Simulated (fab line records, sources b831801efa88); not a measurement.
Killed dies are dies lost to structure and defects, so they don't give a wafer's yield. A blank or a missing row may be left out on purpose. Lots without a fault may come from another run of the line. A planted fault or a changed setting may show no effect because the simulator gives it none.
One fault seen from 2 desks | flow sfq_line | each desk has only its own numbers; what lay behind them comes last

THE METROLOGY DESK
What the gauges read, lot by lot, whatever tool the lot ran on: means of the sampled wafers that have a number. A lot is out of limits, marked OUT, if its mean lies more than 4 standard deviations from the usual mean; the brackets give that distance.
Columns: A = M4_NB_RS at SFQ_M4_RS_MEAS_924, usual 0.892 ohm/sq; B = I4_BOW at SFQ_I4_BOW_MEAS_927, usual 5 um
lot  | first seen here | A     | B
L376 | day 41 00:43    | 0.881 | -1
L378 | day 42 18:19    | 0.889 | 5
L379 | day 43 13:29    | 0.903 | -2
L380 | day 43 20:54    | 0.891 | 16
L381 | day 44 18:25    | 0.907 | 18
L383 | day 45 19:58    | 0.895 | 2
L384 | day 46 06:45    | 0.906 | 1
L389 | day 47 18:53    | 0.896 | 3
L391 | day 48 16:37    | 0.913 | 6
L392 | day 49 04:47    | 0.881 | -8
L393 | day 49 08:16    | 0.890 | 9
L394 | day 49 10:36    | 0.886 | 7
L395 | day 50 01:02    | 0.887 | 1
L396 | day 50 13:02    | 0.882 | 8
L399 | day 51 02:12    | 0.892 | 7
This desk's finding: nothing out of limits on any of the 15 lots.

THE TOOL OWNER'S DESK: litho_track-01
The tool's own readings at SFQ_TRILAYER_M5_LITHO_COAT_128 (resist thk 62 nm): means of the sampled wafers that have a number, for each lot that ran on this tool. A lot is out of limits, marked OUT, if its mean lies more than 4 standard deviations from the usual mean; the brackets give that distance.
Columns: A = resist_line_temp_C at SFQ_TRILAYER_M5_LITHO_COAT_128, usual 23.00 C; B = spin_speed_rpm at SFQ_TRILAYER_M5_LITHO_COAT_128, usual 3000.0 rpm
lot  | first seen here | A     | B
L380 | day 56 10:45    | 23.10 | 2996.1
L389 | day 59 09:10    | 23.11 | 3000.3
L391 | day 59 11:37    | 22.98 | 2606.0 (-99 or more) OUT
L392 | day 59 12:58    | 23.07 | 2607.5 (-99 or more) OUT
L393 | day 59 14:07    | 23.01 | 2608.2 (-99 or more) OUT
This desk's finding: out of limits on L391, L392, L393; first on L391, day 59 11:37 (spin_speed_rpm at SFQ_TRILAYER_M5_LITHO_COAT_128). In limits: L380, L389.

PUT TOGETHER
The tool owner's desk could have raised an alarm at day 59 11:37, on L391, L392, L393.
The metrology desk saw nothing out of limits.
The metrology desk has L391, L392, L393 on record, within its limits.
Of the lots named, all ran SFQ_TRILAYER_M5_LITHO_COAT_128 on litho_track-01.

WHAT THE SIMULATOR HAD PUT IN
Process parameter drift: litho_track-01, from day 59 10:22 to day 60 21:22, at SFQ_TRILAYER_M5_LITHO_COAT_128. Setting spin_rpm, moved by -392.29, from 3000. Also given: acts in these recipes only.
Lots struck among those shown: L391, L392, L393.
Hours from the fault's start to each desk's first reading out of limits: the tool owner's desk, 1.
